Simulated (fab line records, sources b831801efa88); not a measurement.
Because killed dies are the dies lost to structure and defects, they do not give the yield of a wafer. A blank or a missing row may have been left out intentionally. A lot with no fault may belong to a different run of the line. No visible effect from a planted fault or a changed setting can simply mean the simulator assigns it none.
fab line records    flow sky130
record: lots: 6  wafers: 18  lastDay: 50
route steps=708 shown METAL4@623 PAD_OPEN@708
lots with no fault: from the same line, run without faults
startH: start of the lot's first displayed wafer, in hours after the record's first day    waitH: hours since the lot's step before    " the same as in the row above    L1.1+2: a row that stands for several wafers    - no value present, or no start provided    * or withheld: withheld    < > ~ a bound
route shown NAME@n: a module of which the file shows steps, and the number in the route of the first    usual: mean and standard deviation over wafers with no fault    same: alike in all rows    chamber/n: place in a boat    sites: readings site by site    _std_site: their standard deviation    _edge_site: the outer-site mean with the inner-site mean subtracted    radiusMm: how far each site lies from the wafer's centre    mask NAME#n: copy n    behind: the most recent tool/chamber to have shaped the wafer    hold: why the lot went on hold/how many hours it stayed there/how the hold came to an end    device: whichever transistor did not switch (one of n, p or np)    end of line: the same wafers' tests at the end of the route    a step given without rows: its recipe and nothing more    killed: count of dies lost to structure and defects at first sort (not the wafer's yield)    map: the dies of a wafer, with x for killed, . for not killed, _ for no die there
set.NAME: setting as actually run; set.NAME@STEP: the setting as run at that earlier step    model.NAME: the simulator's own value behind a step, which no gauge read
lots at selected steps of the route; one table per step, one row per wafer
services: from which hour (startH, from the record's first day; less than 0 if before it) a tool's chamber was out of use, for how many hours, and why
== steps ==
step: SKY_METAL4_COAT_07
recipe: resist: BARC  tempC: withheld  timeS: withheld  spinRpm: 3000  resistThkNm: 60
step: SKY_METAL4_COAT_08
recipe: resist: KrF-thick  spinRpm: 3000  resistThkNm: 1140
step: SKY_METAL4_SOFTBAKE_09
recipe: tempC: 100  timeS: 90  resist: KrF-thick
step: SKY_METAL4_EXPOSE_10
recipe: maskId: MM4  na: 0.68  sourceShape: annular  sigmaInner: 0.4  sigmaOuter: 0.8  targetCdNm: 300  doseMj: 28
step: SKY_METAL4_PEB_11
recipe: pebTempC: withheld  pebTimeS: withheld  resist: KrF-thick
step: SKY_METAL4_DEVELOP_12
recipe: developTimeS: 60  resist: KrF-thick  devTempC: 21
step: SKY_METAL4_CD_MEAS_13
recipe: targetCdNm: 300
usual: cdNm: 299.8/1.4
lot.wafer  tool      chamber  startH   waitH  cdNm
L588.4     cdSem-02  -        1015.80  -      300.3
L588.5     "         -        "        "      298.9
L588.6     "         -        "        "      298.8
L591.4     cdSem-01  -        1031.41  -      298.5
L591.5     "         -        "        "      297.7
L591.6     "         -        "        "      297.8
L603.2     cdSem-01  -        1111.76  -      300.6
L603.3     "         -        "        "      301.0
L603.4     "         -        "        "      301.2
L604.3     cdSem-02  -        1112.93  -      298.3
L604.5     "         -        "        "      299.1
L604.6     "         -        "        "      299.0
L605.2     cdSem-02  -        1120.22  -      300.8
L605.3     "         -        "        "      300.1
L605.5     "         -        "        "      300.1
L607.1     cdSem-02  -        1125.90  -      301.1
L607.2     "         -        "        "      301.1
L607.3     "         -        "        "      299.6
step: SKY_METAL4_OVL_MEAS_14
usual: METAL4_OVL: -2/5.2
lot.wafer  tool        chamber  startH   waitH  METAL4_OVL[nm]
L588.4     overlay-01  -        1015.88  0.1    -7
L588.5     "           -        "        "      2
L588.6     "           -        "        "      -12
L591.4     overlay-01  -        1031.49  0.1    -1
L591.5     "           -        "        "      0
L591.6     "           -        "        "      -5
L603.2     overlay-01  -        1111.87  0.1    2
L603.3     "           -        "        "      1
L603.4     "           -        "        "      2
L604.3     overlay-01  -        1113.02  0.1    -4
L604.5     "           -        "        "      -4
L604.6     "           -        "        "      -7
L605.2     overlay-01  -        1120.33  0.1    6
L605.3     "           -        "        "      7
L605.5     "           -        "        "      0
L607.1     overlay-01  -        1126.05  0.1    -2
L607.2     "           -        "        "      -1
L607.3     "           -        "        "      -2
step: SKY_METAL4_DESCUM_15
recipe: chemistry: O2  sourcePowerW: 150  biasPowerW: 0  pressureMtorr: 10  tempC: 40  timeS: 8
usual: drypumpMotorCurrentA: 5.6/0.51  oesProductAu: 0.999/0.014
lot.wafer  tool         chamber  startH   waitH  drypumpMotorCurrentA  oesProductAu  rfHoursCounterH
L588.4     rieMetal-02  0        1015.93  0.0    6.0                   0.996         -
L588.5     "            0        "        "      6.0                   0.998         -
L588.6     "            0        "        "      6.0                   0.991         -
L591.4     rieMetal-03  1        1031.52  0.0    4.8                   0.988         -
L591.5     "            1        "        "      4.8                   0.991         -
L591.6     "            0        "        "      5.7                   1.013         -
L603.2     rieMetal-04  1        1111.90  0.0    5.6                   1.005         15
L603.3     "            0        "        "      5.6                   1.022         -
L603.4     "            1        "        "      5.6                   0.999         -
L604.3     rieMetal-03  1        1113.06  0.0    4.7                   0.988         -
L604.5     "            0        "        "      5.7                   1.016         -
L604.6     "            1        "        "      4.8                   0.987         -
L605.2     rieMetal-02  1        1120.36  0.0    6.2                   0.974         17
L605.3     "            1        "        "      6.3                   0.978         -
L605.5     "            0        "        "      6.0                   0.996         -
L607.1     rieMetal-02  1        1126.08  0.0    6.3                   0.986         18
L607.2     "            0        "        "      6.0                   0.986         8
L607.3     "            1        "        "      6.2                   0.968         -
step: SKY_METAL4_ETCH_16
recipe: chemistry: N2/H2  target: BARC  ionEnergyEv: 200  biasW: 100  pressureMtorr: 30  n2FlowSccm: 100  h2FlowSccm: 200  icpW: 500  stopOn: SiO2  timeS: 88.2  targetDepthA: 600
usual: drypumpMotorCurrentA: 5.6/0.51  oesProductAu: 0.625/0.0047  throttleValvePct: 13.206/0.0087
lot.wafer  tool         chamber  startH   waitH  drypumpMotorCurrentA  oesProductAu  rfHoursCounterH  throttleValvePct
L588.4     rieMetal-02  0        1016.06  0.1    6.0                   0.620         -                13.212
L588.5     "            0        "        "      6.0                   0.620         -                13.198
L588.6     "            0        "        "      6.0                   0.627         -                13.213
L591.4     rieMetal-03  1        1031.57  0.0    4.7                   0.629         -                13.198
L591.5     "            1        "        "      4.8                   0.628         -                13.199
L591.6     "            0        "        "      5.7                   0.620         -                13.215
L603.2     rieMetal-04  1        1111.93  0.0    5.6                   0.633         15               13.199
L603.3     "            0        "        "      5.6                   0.626         -                13.209
L603.4     "            1        "        "      5.5                   0.629         -                13.210
L604.3     rieMetal-03  1        1113.11  0.0    4.8                   0.627         -                13.210
L604.5     "            0        "        "      5.7                   0.625         -                13.205
L604.6     "            1        "        "      4.8                   0.642         -                13.213
L605.2     rieMetal-02  1        1120.39  0.0    6.3                   0.631         17               13.211
L605.3     "            1        "        "      6.3                   0.607         -                13.209
L605.5     "            0        "        "      6.0                   0.626         -                13.188
L607.1     rieMetal-02  1        1126.11  0.0    6.3                   0.627         18               13.192
L607.2     "            0        "        "      6.0                   0.627         8                13.200
L607.3     "            1        "        "      6.3                   0.622         -                13.209
step: SKY_METAL4_ETCH_17
recipe: target: SiO2  stopOn: TiN  chemistry: C4F8/O2/Ar  sourceW: 1500  biasW: 1200  pressureMtorr: 40  c4f8FlowSccm: withheld  O2_flow_sccm: 6  Ar_flow_sccm: 300  timeS: 3.9  targetDepthA: 150
usual: oesProductAu: 0.755/0.0085
lot.wafer  tool        chamber  startH   waitH  oesProductAu  rfHoursCounterH
L588.4     rieDiel-03  2        1016.16  0.1    0.763         12
L588.5     "           2        "        "      0.758         -
L588.6     "           1        "        "      0.754         -
L591.4     rieDiel-02  2        1031.64  0.0    0.765         21
L591.5     "           3        "        "      0.753         -
L591.6     "           0        "        "      0.761         -
L603.2     rieDiel-02  0        1112.03  0.1    0.746         16
L603.3     "           1        "        "      0.744         9
L603.4     "           1        "        "      0.757         -
L604.3     rieDiel-02  3        1113.18  0.0    0.747         20
L604.5     "           3        "        "      0.759         -
L604.6     "           0        "        "      0.772         -
L605.2     rieDiel-02  2        1120.49  0.1    0.765         23
L605.3     "           0        "        "      0.755         16
L605.5     "           1        "        "      0.760         -
L607.1     rieDiel-01  3        1126.21  0.1    0.749         25
L607.2     "           0        "        "      0.752         8
L607.3     "           2        "        "      0.754         28
step: SKY_METAL4_METAL_ETCH_18
recipe: targetDepthA: 8450  stopOn: SiO2  overEtchFrac: 0.3  timeS: 183.1  chemistry: Cl2/BCl3  resistSidewallDeg: 88  pressureMtorr: 10  icpW: 900  biasW: 48.5  Cl2_flow_sccm: 60  bcl3FlowSccm: 30
usual: drypumpMotorCurrentA: 5.6/0.48  oesProductAu: 0.865/0.0056  throttleValvePct: 22.264/0.0098
lot.wafer  tool         chamber  startH   waitH  drypumpMotorCurrentA  oesProductAu  rfHoursCounterH  throttleValvePct
L588.4     rieMetal-03  1        1016.23  0.1    4.8                   0.859         -                22.254
L588.5     "            1        "        "      4.8                   0.863         -                22.249
L588.6     "            0        "        "      5.7                   0.862         -                22.272
L591.4     rieMetal-04  1        1031.72  0.1    5.6                   0.870         -                22.257
L591.5     "            1        "        "      5.6                   0.868         -                22.277
L591.6     "            0        "        "      5.6                   0.866         -                22.265
L603.2     rieMetal-02  1        1112.05  0.0    6.3                   0.864         17               22.261
L603.3     "            1        "        "      6.3                   0.857         -                22.256
L603.4     "            0        "        "      6.0                   0.863         -                22.261
L604.3     rieMetal-04  1        1113.26  0.1    5.5                   0.868         -                22.273
L604.5     "            0        "        "      5.6                   0.869         -                22.287
L604.6     "            1        "        "      5.5                   0.862         -                22.257
L605.2     rieMetal-04  0        1120.51  0.0    5.6                   0.872         19               22.257
L605.3     "            0        "        "      5.6                   0.864         -                22.245
L605.5     "            1        "        "      5.5                   0.855         -                22.271
L607.1     rieMetal-03  0        1126.23  0.0    5.7                   0.866         23               22.268
L607.2     "            1        "        "      4.8                   0.865         25               22.253
L607.3     "            0        "        "      5.7                   0.869         -                22.272
step: SKY_METAL4_STRIP_19
recipe: chemistry: O2/N2  powerW: 1400  pressureMtorr: 1500  platenTempC: withheld  o2FlowSccm: 3000  n2FlowSccm: 300  overashFraction: 0.5
usual: chamberPressureMTorr: 1500.0/1.4  drypumpMotorCurrentA: 5.7/0.47  oesProductAu: 0.502/0.007  stripTimeToEndpointS: 6.53/0.13
lot.wafer  tool            chamber  startH   waitH  chamberPressureMTorr  drypumpMotorCurrentA  oesProductAu  rfHoursCounterH  stripTimeToEndpointS  model.KrF-thick_of_METAL4_COAT_08.thkNm
L588.4     plasmaAsher-01  0        1016.39  0.1    1501.8                5.2                   0.510         -                6.65                  0
L588.5     "               0        "        "      1500.3                5.3                   0.506         -                6.65                  0
L588.6     "               1        "        "      1500.0                5.5                   0.502         -                6.38                  0
L591.4     plasmaAsher-03  1        1031.87  0.1    1499.4                6.7                   0.503         -                6.54                  0
L591.5     "               0        "        "      1499.5                5.7                   0.506         -                6.42                  0
L591.6     "               1        "        "      1498.1                6.7                   0.501         -                6.40                  0
L603.2     plasmaAsher-03  1        1112.22  0.1    -                     -                     -             -                -                     543.9
L603.3     "               1        "        "      -                     -                     -             -                -                     540.3
L603.4     "               0        "        "      -                     -                     -             -                -                     531.1
L604.3     plasmaAsher-03  0        1113.41  0.1    -                     -                     -             -                -                     523.4
L604.5     "               1        "        "      -                     -                     -             -                -                     512.8
L604.6     "               0        "        "      -                     -                     -             -                -                     518.8
L605.2     plasmaAsher-01  0        1120.69  0.1    1499.8                5.3                   0.494         6                6.37                  0
L605.3     "               1        "        "      1498.9                5.4                   0.489         -                6.37                  0
L605.5     "               0        "        "      1501.9                5.3                   0.512         -                6.49                  0
L607.1     plasmaAsher-01  0        1126.41  0.1    1501.2                5.3                   0.496         7                6.34                  0
L607.2     "               1        "        "      1501.2                5.5                   0.510         7                6.64                  0
L607.3     "               0        "        "      1501.5                5.3                   0.495         -                6.38                  0
step: SKY_METAL4_STRIP_20
recipe: chemistry: postEtchResidueRemover  timeS: 1200  tempC: 72.5
step: SKY_PAD_OPEN_PROBE_99
usual: defectLimitedYield: 82.6/1.9  killed_at_M0_to_M3: 42/7  killed_at_M4_up: 3.2/1.6  killedAtContacts: 24/5.8  killedAtFrontEnd: 16/4.3  killedAtOther: 0.3/0.62  killedDies: 86/9.5  killedOnRim: 17/3.7  killedOpen: 46/6.4  killedShort: 39/6.3  sort_bin_3_pad_short: 0.9/0.43  sort_bin_5_function: 10.5/1.4  sort_bin_6_memory: 6.1/1.2  sortNPass: 406/9.5  sortYieldPct: 82.6/1.9
same: grossDies: 492  killedAtBackSide: 0  sort_bin_4_leakage[%]: 0  sort_bin_8_speed[%]: 0
lot.wafer  tool       chamber  startH   waitH  defectLimitedYield[%]  killed_at_M0_to_M3  killed_at_M4_up  killedAtContacts  killedAtFrontEnd  killedAtOther  killedDies  killedOnRim  killedOpen  killedShort  sort_bin_3_pad_short[%]  sort_bin_5_function[%]  sort_bin_6_memory[%]  sortNPass  sortYieldPct[%]
L588.4     prober-02  -        1107.56  0.2    82.5                   50                  1                15                19                1              86          15           54          31           0.6                      11.4                    5.5                   406        82.5
L588.5     prober-02  -        1107.61  0.2    82.9                   39                  3                25                17                0              84          19           47          36           0.8                      7.3                     8.9                   408        82.9
L588.6     prober-02  -        1107.66  0.2    83.5                   48                  4                12                14                3              81          14           44          34           0.6                      10.4                    5.5                   411        83.5
L591.4     prober-01  -        1121.85  0.2    84.1                   30                  5                26                17                0              78          15           41          37           1.0                      8.9                     5.9                   414        84.1
L591.5     prober-01  -        1121.90  0.2    85.2                   38                  1                23                11                0              73          19           38          35           0.8                      8.9                     5.1                   419        85.2
L591.6     prober-01  -        1121.95  0.2    82.1                   41                  4                22                21                0              88          19           42          46           0.8                      10.8                    6.3                   404        82.1
L603.2     prober-01  -        1187.22  0.1    0                      41                  418              21                12                0              492         96           49          27           0                        95.1                    4.9                   0          0
L603.3     prober-01  -        1187.27  0.2    0                      40                  400              29                23                0              492         96           47          49           0.4                      92.3                    7.3                   0          0
L603.4     prober-01  -        1187.32  0.2    0                      43                  399              31                17                2              492         96           47          50           1.6                      91.7                    6.7                   0          0
L604.3     prober-02  -        1188.91  0.2    0                      35                  412              30                15                0              492         96           42          44           0.4                      92.7                    6.9                   0          0
L604.5     prober-02  -        1189.01  0.2    0                      42                  403              24                23                0              492         96           46          46           1.4                      92.7                    5.9                   0          0
L604.6     prober-02  -        1189.06  0.2    0                      45                  408              21                16                2              492         96           40          47           0.4                      93.7                    5.9                   0          0
L605.2     prober-01  -        1194.02  0.1    83.1                   33                  1                31                18                0              83          14           47          36           1.0                      10.8                    5.1                   409        83.1
L605.3     prober-01  -        1194.07  0.2    80.1                   51                  4                18                25                0              98          20           49          49           1.2                      12.4                    6.3                   394        80.1
L605.5     prober-01  -        1194.17  0.2    80.1                   46                  2                31                19                0              98          23           50          48           1.0                      10.8                    8.1                   394        80.1
killed by level:class
L588.4 VIA1:geometricParticle:open=11 VIA2:geometricParticle:open=11 CONTACT:geometricParticle:open=7 POLY_GATE:geometricParticle:open=6 FIELD_ISO:geometricParticle:open=5 METAL1:geometricParticle:short=5 VIA1:geometricParticle:short=5 VIA3:geometricParticle:open=5
L588.5 VIA1:geometricParticle:open=16 LOCAL_INTERCONNECT:geometricParticle:short=9 VIA3:geometricParticle:open=8 FIELD_ISO:geometricParticle:short=7 LI_CONTACT:geometricParticle:open=6 CONTACT:geometricParticle:open=5 FIELD_ISO:geometricParticle:open=4 CONTACT:geometricParticle:short=4
L588.6 VIA1:geometricParticle:open=7 VIA3:geometricParticle:open=7 CONTACT:geometricParticle:open=6 VIA2:geometricParticle:open=6 METAL1:geometricParticle:short=4 METAL2:geometricParticle:short=4 METAL2:coatMicrobubblePrinted=3 FIELD_ISO:geometricParticle:open=3
L591.4 VIA2:geometricParticle:open=9 LI_CONTACT:geometricParticle:open=7 CONTACT:geometricParticle:open=6 POLY_GATE:geometricParticle:short=5 LOCAL_INTERCONNECT:geometricParticle:short=5 FIELD_ISO:geometricParticle:open=4 POLY_GATE:geometricParticle:open=4 CONTACT:geometricParticle:short=4
L591.5 VIA3:geometricParticle:open=9 CONTACT:geometricParticle:open=7 FIELD_ISO:geometricParticle:short=6 LOCAL_INTERCONNECT:geometricParticle:short=5 CONTACT:geometricParticle:short=5 VIA2:geometricParticle:open=5 VIA1:geometricParticle:open=5 LI_CONTACT:geometricParticle:open=4
L591.6 LI_CONTACT:geometricParticle:open=10 FIELD_ISO:geometricParticle:short=8 METAL1:geometricParticle:short=7 VIA2:geometricParticle:open=6 METAL2:geometricParticle:short=5 VIA1:geometricParticle:open=5 VIA3:geometricParticle:open=5 POLY_GATE:geometricParticle:short=4
L603.2 VIA4:areaHdpcvd=416 VIA1:geometricParticle:open=12 CONTACT:geometricParticle:open=10 VIA3:geometricParticle:open=6 LI_CONTACT:geometricParticle:open=5 VIA2:geometricParticle:open=5 FIELD_ISO:geometricParticle:short=4 METAL1:geometricParticle:short=4
L603.3 VIA4:areaHdpcvd=396 VIA1:geometricParticle:open=12 CONTACT:geometricParticle:open=9 FIELD_ISO:geometricParticle:open=7 CONTACT:geometricParticle:short=7 POLY_GATE:geometricParticle:short=6 LI_CONTACT:geometricParticle:short=6 VIA1:geometricParticle:short=6
L603.4 VIA4:areaHdpcvd=395 CONTACT:geometricParticle:open=9 VIA1:geometricParticle:open=9 CONTACT:geometricParticle:short=8 VIA3:geometricParticle:open=7 LI_CONTACT:geometricParticle:open=5 FIELD_ISO:geometricParticle:short=5 LI_CONTACT:geometricParticle:short=5
L604.3 VIA4:areaHdpcvd=406 VIA1:geometricParticle:open=9 CONTACT:geometricParticle:open=8 LI_CONTACT:geometricParticle:open=8 CONTACT:geometricParticle:short=7 VIA3:geometricParticle:short=7 VIA1:geometricParticle:short=5 VIA3:geometricParticle:open=4
L604.5 VIA4:areaHdpcvd=400 CONTACT:geometricParticle:open=10 VIA1:geometricParticle:short=10 FIELD_ISO:geometricParticle:short=8 VIA3:geometricParticle:open=7 LI_CONTACT:geometricParticle:open=6 VIA1:geometricParticle:open=6 VIA2:geometricParticle:open=6
L604.6 VIA4:areaHdpcvd=404 CONTACT:geometricParticle:open=10 METAL1:geometricParticle:short=8 VIA1:geometricParticle:open=7 VIA2:geometricParticle:open=7 VIA3:geometricParticle:short=6 METAL2:geometricParticle:short=5 FIELD_ISO:geometricParticle:short=4
L605.2 CONTACT:geometricParticle:open=13 LI_CONTACT:geometricParticle:open=7 VIA1:geometricParticle:open=6 VIA2:geometricParticle:open=6 FIELD_ISO:geometricParticle:short=5 POLY_GATE:geometricParticle:short=5 LOCAL_INTERCONNECT:geometricParticle:short=5 CONTACT:geometricParticle:short=5
L605.3 POLY_GATE:geometricParticle:short=10 VIA2:geometricParticle:open=10 VIA3:geometricParticle:open=9 CONTACT:geometricParticle:open=9 METAL1:geometricParticle:short=8 VIA1:geometricParticle:open=7 FIELD_ISO:geometricParticle:open=5 METAL2:geometricParticle:short=5
L605.5 VIA2:geometricParticle:open=10 LOCAL_INTERCONNECT:geometricParticle:short=8 CONTACT:geometricParticle:open=8 LI_CONTACT:geometricParticle:open=7 VIA3:geometricParticle:open=7 CONTACT:geometricParticle:short=6 METAL1:geometricParticle:short=6 METAL2:geometricParticle:short=6
map L603.2 (x killed, . not)
__________xxxxxxxxxx_________
________xxxxxxxxxxxxxx_______
______xxxxxxxxxxxxxxxxxx_____
_____xxxxxxxxxxxxxxxxxxxx____
____xxxxxxxxxxxxxxxxxxxxxx___
___xxxxxxxxxxxxxxxxxxxxxxxx__
__xxxxxxxxxxxxxxxxxxxxxxxxxx_
_xxxxxxxxxxxxxxxxxxxxxxxxxxxx
_xxxxxxxxxxxxxxxxxxxxxxxxxxxx
_xxxxxxxxxxxxxxxxxxxxxxxxxxxx
_xxxxxxxxxxxxxxxxxxxxxxxxxxxx
_xxxxxxxxxxxxxxxxxxxxxxxxxxxx
_xxxxxxxxxxxxxxxxxxxxxxxxxxxx
_xxxxxxxxxxxxxxxxxxxxxxxxxxxx
_xxxxxxxxxxxxxxxxxxxxxxxxxxxx
__xxxxxxxxxxxxxxxxxxxxxxxxxx_
___xxxxxxxxxxxxxxxxxxxxxxxx__
____xxxxxxxxxxxxxxxxxxxxxx___
_____xxxxxxxxxxxxxxxxxxxx____
______xxxxxxxxxxxxxxxxxx_____
________xxxxxxxxxxxxxx_______
__________xxxxxxxxxx_________
map L604.3 (x killed, . not)
__________xxxxxxxxxx_________
________xxxxxxxxxxxxxx_______
______xxxxxxxxxxxxxxxxxx_____
_____xxxxxxxxxxxxxxxxxxxx____
____xxxxxxxxxxxxxxxxxxxxxx___
___xxxxxxxxxxxxxxxxxxxxxxxx__
__xxxxxxxxxxxxxxxxxxxxxxxxxx_
_xxxxxxxxxxxxxxxxxxxxxxxxxxxx
_xxxxxxxxxxxxxxxxxxxxxxxxxxxx
_xxxxxxxxxxxxxxxxxxxxxxxxxxxx
_xxxxxxxxxxxxxxxxxxxxxxxxxxxx
_xxxxxxxxxxxxxxxxxxxxxxxxxxxx
_xxxxxxxxxxxxxxxxxxxxxxxxxxxx
_xxxxxxxxxxxxxxxxxxxxxxxxxxxx
_xxxxxxxxxxxxxxxxxxxxxxxxxxxx
__xxxxxxxxxxxxxxxxxxxxxxxxxx_
___xxxxxxxxxxxxxxxxxxxxxxxx__
____xxxxxxxxxxxxxxxxxxxxxx___
_____xxxxxxxxxxxxxxxxxxxx____
______xxxxxxxxxxxxxxxxxx_____
________xxxxxxxxxxxxxx_______
__________xxxxxxxxxx_________
== services ==
tool            chamber  startH   hours  kind
plasmaAsher-03  -        997.20   2.8    pm
rieDiel-03      -        999.73   8.8    repair
rieMetal-02     1        1002.72  14.9   repair
rieDiel-02      0        1008.15  14.0   repair
rieMetal-04     -        1012.60  15.6   pm
rieMetal-02     0        1017.62  -      clean
rieMetal-02     0        1017.62  26.6   scheduledDown
rieMetal-02     0        1017.62  26.6   ventCycle
rieMetal-04     -        1041.82  0.6    repair
rieMetal-02     -        1046.15  0.4    repair
plasmaAsher-01  -        1055.25  9.0    pm
plasmaAsher-01  0        1055.25  9.0    ventCycle
plasmaAsher-01  1        1055.25  9.0    ventCycle
plasmaAsher-01  0        1064.25  -      clean
plasmaAsher-01  1        1064.25  -      clean
rieMetal-04     -        1070.99  28.1   pm
plasmaAsher-03  -        1073.86  1.0    repair
rieDiel-01      0        1094.16  4.7    repair
rieDiel-01      3        1105.54  7.4    repair
rieDiel-02      2        1111.97  3.7    repair
rieMetal-04     0        1115.39  3.4    repair
== key ==
firstSign: step: SKY_METAL4_STRIP_19  reading: toolRecord  direction: missing
effect: step: SKY_PAD_OPEN_PROBE_99  reading: killed_at_M4_up  direction: up  sigmas: 99+  usual: 3.2  struck: 406.7
modelEffect: step: SKY_METAL4_STRIP_19  value: KrF-thick_of_METAL4_COAT_08.thkNm  without: 0  struck: 528.4
moreKillsBornAt: SKY_VIA4_HDPCVD_00@hdpcvd-02: 1210  SKY_VIA4_HDPCVD_00@hdpcvd-01: 1207
metAt SKY_METAL4_STRIP_19
struckWafers L603.2,L603.3,L603.4,L604.3,L604.5,L604.6
laterRowsLeftOut L603.2,L603.3,L603.4,L604.3,L604.5,L604.6
onsetBetween 1031.87 1112.22
fault: kind: skippedStepWhole  tool: plasmaAsher-03  chamber: -  onsetH: 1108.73  steps: SKY_METAL4_STRIP_19  scope: struckLotsOnly
laterRowsLeftOut: the simulator's readings of these wafers behind a module that went badly wrong aren't trusted and aren't shown, but for the sort
